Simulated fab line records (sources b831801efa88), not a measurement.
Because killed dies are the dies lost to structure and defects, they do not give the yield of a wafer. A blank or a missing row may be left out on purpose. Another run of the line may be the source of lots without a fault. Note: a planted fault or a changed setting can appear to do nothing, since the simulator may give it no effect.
fab line records	flow sky130
record: lots: 5	wafers: 15	last-day: 50
route steps=708 shown METAL2@501 VIA2@507
lots that met no fault: taken from a fault-free run of the same line
start-h: the number of hours between the record's first day and the start of the first shown wafer of the lot	wait-h: hours elapsed since this lot's preceding step	" identical to the entry in the row above	L1.1+2: a single row standing in for several wafers	- no value, or no start given	* or withheld: withheld	< > ~ a bound
route shown NAME@n: names a module that has steps shown in the file, with the first one's number in the route	usual: the fault-free wafers' mean and standard deviation	same: alike in all rows	chamber/n: place in a boat	sites: each site's reading	_std_site: standard deviation across them	_edge_site: outer sites' mean less inner sites'	radius-mm: how far each site lies from the wafer's centre	mask NAME#n: copy n	behind: the last tool/chamber to shape the wafer	hold: why the lot was held/for how many hours/how that ended	device: names the non-switching transistor (n, p or np)	end of line: the route-end tests of the same wafers	step lacking rows: just its recipe	killed: the dies lost at the first sort to structure and to defects; this is not the yield of the wafer	map: a wafer's dies, marking killed ones x, the rest . and places with no die _
set.NAME: the setting as run; set.NAME@STEP: as run at that earlier step	model.NAME: the simulator's own value behind a step, which no gauge read
lots at selected steps of the route; one table per step, one row per wafer
services: from which hour (start-h, from the record's first day; less than 0 if before it) a tool's chamber was out of use, for how many hours, and why
== steps ==
step: SKY_METAL2_ETCH_18
recipe: chemistry: N2/H2	target: BARC	ion-energy-ev: 200	bias-w: 100	pressure-mtorr: 30	n2-flow-sccm: 100	h2-flow-sccm: 200	icp-w: 500	stop-on: SiO2	time-s: 45.9	target-depth-a: 600
usual: drypump-motor-current-A: 5.5/0.54	oes-product-au: 0.854/0.0045	throttle-valve-pct: 13.225/0.0079
lot.wafer	tool	chamber	start-h	wait-h	drypump-motor-current-A	oes-product-au	rf-hours-counter-h	throttle-valve-pct
L080.2	rie-metal-01	0	880.49	0.0	5.2	0.848	8	13.224
L080.3	"	1	"	"	5.4	0.857	-	13.220
L080.6	"	1	"	"	5.4	0.853	-	13.230
L082.1	rie-metal-01	0	890.57	0.1	5.2	0.851	9	13.225
L082.4	"	0	"	"	5.2	0.856	-	13.208
L082.5	"	0	"	"	5.2	0.854	-	13.221
L084.2	rie-metal-04	1	898.76	0.0	5.1	0.856	8	13.234
L084.3	"	0	"	"	6.3	0.857	-	13.223
L084.6	"	0	"	"	6.3	0.852	-	13.232
L092.3	rie-metal-01	0	964.02	0.0	5.2	0.850	-	13.225
L092.4	"	1	"	"	5.4	0.851	-	13.221
L092.5	"	0	"	"	5.2	0.847	-	13.229
L095.1	rie-metal-02	1	983.06	0.0	6.5	0.851	2	13.229
L095.3	"	0	"	"	5.0	0.858	-	13.223
L095.6	"	0	"	"	5.0	0.851	-	13.216
step: SKY_METAL2_METAL_ETCH_19
recipe: target-depth-a: 3600	stop-on: SiO2	over-etch-frac: 0.3	time-s: 78	chemistry: Cl2/BCl3	resist-sidewall-deg: 88	pressure-mtorr: 10	icp-w: 900	bias-w: 48.5	Cl2_flow_sccm: 60	bcl3-flow-sccm: 30
usual: drypump-motor-current-A: 5.5/0.54	oes-product-au: 0.853/0.0059	throttle-valve-pct: 22.265/0.0091
same: over-etch-frac: 0.3
lot.wafer	tool	chamber	start-h	wait-h	drypump-motor-current-A	oes-product-au	rf-hours-counter-h	throttle-valve-pct
L080.2	rie-metal-01	0	880.56	0.0	5.2	0.858	8	22.276
L080.3	"	1	"	"	5.4	0.857	-	22.261
L080.6	"	1	"	"	5.3	0.855	-	22.279
L082.1	rie-metal-01	0	890.70	0.1	5.2	0.860	9	22.264
L082.4	"	0	"	"	5.2	0.863	-	22.247
L082.5	"	0	"	"	5.2	0.865	-	22.269
L084.2	rie-metal-04	1	898.82	0.0	5.1	0.854	8	22.270
L084.3	"	0	"	"	6.2	0.845	-	22.252
L084.6	"	0	"	"	6.2	0.852	-	22.249
L092.3	rie-metal-01	0	964.09	0.1	5.2	0.858	-	22.266
L092.4	"	1	"	"	5.4	0.850	-	22.270
L092.5	"	0	"	"	5.2	0.852	-	22.261
L095.1	rie-metal-02	1	983.12	0.0	6.4	0.856	2	22.269
L095.3	"	0	"	"	5.0	0.851	-	22.262
L095.6	"	0	"	"	5.0	0.852	-	22.269
step: SKY_METAL2_STRIP_20
recipe: chemistry: O2/N2	power-w: 1400	pressure-mtorr: 1500	platen-temp-c: withheld	o2-flow-sccm: 3000	n2-flow-sccm: 300	overash-fraction: 0.5
usual: drypump-motor-current-A: 5.4/0.37	oes-product-au: 0.342/0.0045	strip-time-to-endpoint-s: 2.69/0.04
lot.wafer	tool	chamber	start-h	wait-h	drypump-motor-current-A	oes-product-au	rf-hours-counter-h	strip-time-to-endpoint-s
L080.2	plasma-asher-02	0	880.65	0.1	5.1	0.346	12	2.75
L080.3	"	1	"	"	5.8	0.343	-	2.71
L080.6	"	1	"	"	5.8	0.344	-	2.73
L082.1	plasma-asher-03	1	890.88	0.1	5.2	0.343	76	2.75
L082.4	"	1	"	"	5.3	0.343	-	2.71
L082.5	"	0	"	"	5.3	0.347	-	2.71
L084.2	plasma-asher-03	1	898.91	0.1	5.3	0.335	77	2.64
L084.3	"	0	"	"	5.3	0.339	-	2.64
L084.6	"	1	"	"	5.2	0.337	-	2.66
L092.3	plasma-asher-03	0	964.19	0.1	5.3	0.342	-	2.68
L092.4	"	1	"	"	5.2	0.343	-	2.72
L092.5	"	1	"	"	5.2	0.351	-	2.71
L095.1	plasma-asher-01	0	983.21	0.1	6.1	0.347	54	2.65
L095.3	"	1	"	"	5.0	0.345	-	2.69
L095.6	"	1	"	"	5.0	0.341	-	2.69
step: SKY_METAL2_STRIP_21
recipe: chemistry: post-etch-residue-remover	time-s: 1200	temp-c: 72.5
lot.wafer	tool	chamber	start-h	wait-h
L080.2+3+6	wet-bench-03	3	880.75	0.1
L082.1+4+5	wet-bench-03	1	890.98	0.1
L084.2+3+6	wet-bench-02	2	899.01	0.1
L092.3+4+5	wet-bench-01	0	964.25	0.0
L095.1+3+6	wet-bench-02	0	983.31	0.1
step: SKY_METAL2_CLEAN_22
recipe: chemistry: IPA	time-s: 180	temp-c: 25
lot.wafer	tool	chamber	start-h	wait-h
L080.2+3+6	wet-bench-01	0	881.09	0.0
L082.1+4+5	wet-bench-02	3	891.35	0.0
L084.2+3+6	wet-bench-03	2	899.36	0.0
L092.3+4+5	wet-bench-03	2	965.00	0.0
L095.1+3+6	wet-bench-03	0	983.66	0.0
step: SKY_METAL2_CLEAN_23
recipe: chemistry: O3/DIW	dry: n2-spin
lot.wafer	tool	chamber	start-h	wait-h
L080.2+3+6	wet-bench-02	1	881.15	0.0
L082.1+4+5	wet-bench-03	3	891.41	0.0
L084.2+3+6	wet-bench-01	1	899.43	0.0
L092.3+4+5	wet-bench-01	3	965.06	0.0
L095.1+3+6	wet-bench-02	2	983.71	0.0
step: SKY_VIA2_HDPCVD_00
recipe: material: SiO2	target-thk-nm: 1180	sigma-open-frac: 0.3	time-s: 196.7	temp-c: 400	sih4-flow-sccm: 60	pressure-mtorr: 6
lot.wafer	tool	chamber	start-h	wait-h
L080.2+3+6	hdpcvd-01	0,1,0	881.24	0.0
L082.1+4+5	hdpcvd-01	2,1,2	891.51	0.0
L084.2+3+6	hdpcvd-02	1,0,1	899.52	0.0
L092.3+4+5	hdpcvd-01	2,0,1	965.26	0.0
L095.1+3+6	hdpcvd-01	0,2,0	983.81	0.0
step: SKY_VIA2_THK_MEAS_01
recipe: reads: SiO2_of_VIA2_HDPCVD_00
usual: VIA2_HDPCVD_THK: 1175/11
lot.wafer	tool	chamber	start-h	wait-h	VIA2_HDPCVD_THK[nm]
L080.2	film-metro-04	-	881.37	0.1	1177
L080.3	"	-	"	"	1192
L080.6	"	-	"	"	1183
L082.1	film-metro-04	-	891.64	0.1	1171
L082.4	"	-	"	"	1189
L082.5	"	-	"	"	1176
L084.2	film-metro-01	-	899.65	0.1	1159
L084.3	"	-	"	"	1159
L084.6	"	-	"	"	1164
L092.3	film-metro-01	-	965.41	0.1	1156
L092.4	"	-	"	"	1166
L092.5	"	-	"	"	1181
L095.1	film-metro-02	-	983.93	0.1	1181
L095.3	"	-	"	"	1171
L095.6	"	-	"	"	1171
step: SKY_VIA2_CMP_02
recipe: material: SiO2	down-force-psi: 4	platen-rpm: 60	pad-velocity-m-s: 0.94248
usual: motor-current-A: 11.5/1.1	slurry-filter-dp-kPa: 13.48/0.12
lot.wafer	tool	chamber	start-h	wait-h	motor-current-A	slurry-filter-dp-kPa
L080.2	cmp-02	3	881.42	0.0	10.9	13.68
L080.3	"	0	"	"	12.5	13.27
L080.6	"	0	"	"	11.7	13.33
L082.4	cmp-01	1	891.80	0.1	11.8	13.29
L082.1	"	2	"	"	10.5	13.65
L082.5	"	0	"	"	13.2	13.56
L084.3	cmp-02	3	899.85	0.2	10.9	13.50
L084.2	"	0	"	"	12.9	13.23
L084.6	"	1	"	"	11.9	13.49
L092.4	cmp-01	2	965.45	0.0	10.4	13.39
L092.3	"	3	"	"	11.6	13.59
L092.5	"	3	"	"	11.5	13.41
L095.3	cmp-02	1	983.99	0.0	12.5	13.37
L095.1	"	2	"	"	9.9	13.65
L095.6	"	2	"	"	9.1	13.22
step: SKY_VIA2_BOW_MEAS_03
recipe: mode: bow
usual: VIA2_BOW: 86/7.8
lot.wafer	tool	chamber	start-h	wait-h	VIA2_BOW[um]
L080.2	film-metro-01	-	881.74	0.3	88
L080.3	"	-	"	"	88
L080.6	"	-	"	"	89
L082.1	film-metro-04	-	892.00	0.1	79
L082.4	"	-	"	"	81
L082.5	"	-	"	"	87
L084.2	film-metro-01	-	900.07	0.1	80
L084.3	"	-	"	"	93
L084.6	"	-	"	"	82
L092.3	film-metro-01	-	965.79	0.2	80
L092.4	"	-	"	"	87
L092.5	"	-	"	"	93
L095.1	film-metro-02	-	984.29	0.2	92
L095.3	"	-	"	"	83
L095.6	"	-	"	"	87
step: SKY_VIA2_DEHYDRATE_04
recipe: temp-c: 200	time-s: 60
usual: heater-power-total-W: 160.37/0.12
lot.wafer	tool	chamber	start-h	wait-h	heater-power-total-W
L080.2	litho-track-04	0	894.72	13.0	160.49
L080.3	"	0	"	"	160.31
L080.6	"	0	"	"	160.39
L082.1	litho-track-03	0	903.87	11.9	160.51
L082.4	"	0	"	"	160.63
L082.5	"	0	"	"	160.32
L084.2	litho-track-02	0	912.33	12.2	160.22
L084.3	"	0	"	"	160.39
L084.6	"	0	"	"	160.50
L092.3	litho-track-02	0	977.31	11.5	160.38
L092.4	"	0	"	"	160.33
L092.5	"	0	"	"	160.33
L095.1	litho-track-03	0	995.47	11.2	160.23
L095.3	"	0	"	"	160.20
L095.6	"	0	"	"	160.47
step: SKY_VIA2_HMDS_05
recipe: prime-time-s: 60	prime-temp-c: 120
lot.wafer	tool	chamber	start-h	wait-h
L080.2+3+6	litho-track-04	0	894.87	0.1
L082.1+4+5	litho-track-03	0	904.02	0.1
L084.2+3+6	litho-track-02	0	912.48	0.1
L092.3+4+5	litho-track-02	0	977.46	0.1
L095.1+3+6	litho-track-03	0	995.62	0.1
== services ==
tool	chamber	start-h	hours	kind
wet-bench-02	-	868.58	1.9	pm
rie-metal-01	1	886.97	13.6	repair
plasma-asher-02	-	907.51	1.2	repair
cmp-02	-	912.13	4.0	pm
cmp-02	-	916.07	0.6	repair
cmp-02	-	916.13	-	consumable-replace:conditioner
cmp-02	-	916.13	-	consumable-replace:pad
hdpcvd-01	-	920.50	14.6	pm
plasma-asher-02	-	923.91	30.0	repair
rie-metal-02	1	927.32	-	clean
rie-metal-04	-	929.45	5.5	repair
plasma-asher-01	-	940.01	4.2	repair
plasma-asher-03	-	949.55	1.3	repair
hdpcvd-02	-	950.07	1.5	repair
hdpcvd-01	-	950.25	15.0	pm
hdpcvd-01	0	950.25	15.0	vent-cycle
hdpcvd-01	1	950.25	15.0	vent-cycle
hdpcvd-01	2	950.25	15.0	vent-cycle
wet-bench-01	-	952.75	1.9	pm
hdpcvd-01	0	965.25	-	clean
hdpcvd-01	1	965.25	-	clean
hdpcvd-01	2	965.25	-	clean
hdpcvd-02	1	976.42	3.7	repair
cmp-01	-	990.86	14.6	pm
== key ==
fault none
